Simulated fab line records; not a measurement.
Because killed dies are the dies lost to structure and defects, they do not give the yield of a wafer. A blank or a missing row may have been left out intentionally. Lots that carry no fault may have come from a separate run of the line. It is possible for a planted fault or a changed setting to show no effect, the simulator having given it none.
Split-lot trial | flow sfq_line | 23 wafers read across 5 lots, on a route 325 steps long

## SPLIT DETAILS
At SFQ_TRILAYER_M1_DEP_SPUTTER_037 (material Nb, target thk 200 nm, time 133.3 s), the setting time_s was moved away from the recipe's 133.3 s on 8 of the 23 wafers read, by -9.5% to +14.1%. All remaining wafers had this setting at the recipe value.

## FROM THE SPLIT TO THE READING: what the file shows between them, 5 steps
- SFQ_M1_RS_MEAS_909: measures by four-point-probe
- SFQ_TRILAYER_M1_LITHO_EXPOSE_040: exposes mask M1, target cd 500 nm (also split here: dose_mj)
- SFQ_TRILAYER_M1_LITHO_PEB_042: peb time 58.06 s
- SFQ_TRILAYER_M1_LITHO_DEVELOP_041: time 60 s
- SFQ_TRILAYER_M1_BARC_OPEN_METAL_ETCH_054: etches BARC in O2, target depth 125 nm, time 41.7 s

## THE READING
oes_product_au, in a.u., at SFQ_TRILAYER_M1_ETCH_METAL_ETCH_042 (etches Nb in Cl2/Ar, stops on SiO2, target depth 240 nm, time 120 s). A value of 0.894 a.u. with a standard deviation of 0.0071 a.u. is what fault-free wafers of this fab line usually give.

wafer  | tool, chamber at the split | time_s as run, s | against the recipe | oes_product_au, a.u. | against lot-mates on the recipe
L074.1 | pvd_sputter-04, -          | 133.3            | recipe             | 0.894                | -
L074.3 | pvd_sputter-04, -          | 120.6            | -9.5%              | 0.842                | -0.050
L074.4 | pvd_sputter-04, -          | 133.3            | recipe             | 0.893                | -
L074.5 | pvd_sputter-04, -          | 133.3            | recipe             | 0.890                | -
L074.6 | pvd_sputter-04, -          | 120.6            | -9.5%              | 0.845                | -0.047
L079.2 | pvd_sputter-03, -          | 128.2            | -3.8%              | 0.865                | -0.020
L079.3 | pvd_sputter-03, -          | 133.3            | recipe             | 0.882                | -
L079.4 | pvd_sputter-03, -          | 133.3            | recipe             | 0.889                | -
L079.5 | pvd_sputter-03, -          | 133.3            | recipe             | 0.884                | -
L079.6 | pvd_sputter-03, -          | 128.2            | -3.8%              | 0.868                | -0.017
L081.2 | pvd_sputter-04, -          | 133.3            | recipe             | 0.893                | -
L081.3 | pvd_sputter-04, -          | 133.3            | recipe             | 0.900                | -
L081.4 | pvd_sputter-04, -          | 133.3            | recipe             | 0.893                | -
L082.2 | pvd_sputter-04, -          | 133.3            | recipe             | 0.897                | -
L082.3 | pvd_sputter-04, -          | 133.3            | recipe             | 0.897                | -
L082.4 | pvd_sputter-04, -          | 152.1            | +14.1%             | 0.963                | +0.068
L082.5 | pvd_sputter-04, -          | 133.3            | recipe             | 0.890                | -
L082.6 | pvd_sputter-04, -          | 152.1            | +14.1%             | 0.978                | +0.083
L083.1 | pvd_sputter-04, -          | 133.3            | recipe             | 0.908                | -
L083.2 | pvd_sputter-04, -          | 124.5            | -6.6%              | 0.868                | -0.037
L083.3 | pvd_sputter-04, -          | 133.3            | recipe             | 0.910                | -
L083.4 | pvd_sputter-04, -          | 133.3            | recipe             | 0.898                | -
L083.6 | pvd_sputter-04, -          | 124.5            | -6.6%              | 0.872                | -0.033

THE FIT
A straight line over all 23 wafers: oes_product_au changes by +0.00526 a.u. for each +1% of time_s; r = +0.97; the points scatter about the line by 0.0078 a.u.
The same after taking each lot's own level away (the mean of its wafers on the recipe; 23 wafers): +0.00529 a.u. for each +1%; r = +0.99; scatter 0.0039 a.u.
The reading moves by 0.075 a.u. for the largest change in time_s, on that fit.
The lots' own levels span 0.8850 to 0.9053 a.u., that is 2.9 times the standard deviation above.
Consequently the slope shifts little with the lot-to-lot level, the two slopes agreeing.
Check: +0.0786 a.u. against its lot-mates is what the line predicts for one of the wafers moved furthest among these (+14.1%) when that wafer is left out of the fit. Against them it came out at +0.0683 a.u.

## THESE WAFERS: OTHER SPLITS
Before the reading, these wafers also passed through other splits. Each is held against what the fit with the lots' levels taken away leaves over:
other split on the same wafers                   | wafers away from the commonest value | r with oes_product_au (lot level and that fit taken away)
SFQ_TRILAYER_INCOMING_OXIDATION_002 ox_time_s    | 15                                   | -0.06
SFQ_TRILAYER_L0_LITHO_PEB_008 peb_time_s         | 5                                    | -0.31
SFQ_TRILAYER_L0_BARC_OPEN_METAL_ETCH_010 icp_w   | 8                                    | +0.16
SFQ_TRILAYER_L0_VIA_LITHO_COAT_018 resist_thk_nm | 8                                    | -0.23
SFQ_TRILAYER_M0_LITHO_EXPOSE_022 dose_mj         | 7                                    | -0.03
SFQ_TRILAYER_I0_VIA_LITHO_COAT_036 spin_rpm      | 7                                    | +0.22
SFQ_TRILAYER_M1_LITHO_EXPOSE_040 dose_mj         | 2                                    | +0.10

## THE WHOLE CHAIN: every reading that the file lists as answering this split, in the file's order
step                                | what it does                                                        | reading                                                                                   | change (the file's fit)                  | r (the file's)
SFQ_TRILAYER_M1_DEP_SPUTTER_037     | material Nb, target thk 200 nm, time 133.3 s                        | Nb_of_TRILAYER_M1_DEP_SPUTTER_037.thk_nm (the simulator's own value, which no gauge read) | +2.01 nm for each +1% of the setting     | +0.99
SFQ_M1_RS_MEAS_909                  | measures by four-point-probe                                        | M1_NB_RS                                                                                  | -0.00876 for each +1% of the setting     | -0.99
SFQ_TRILAYER_M1_ETCH_METAL_ETCH_042 | etches Nb in Cl2/Ar, stops on SiO2, target depth 240 nm, time 120 s | oes_product_au                                                                            | +0.0053 a.u. for each +1% of the setting | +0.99

## FILE'S OWN FIT
oes_product_au changes by +0.0053 a.u. for each +1% of time_s, r = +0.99.
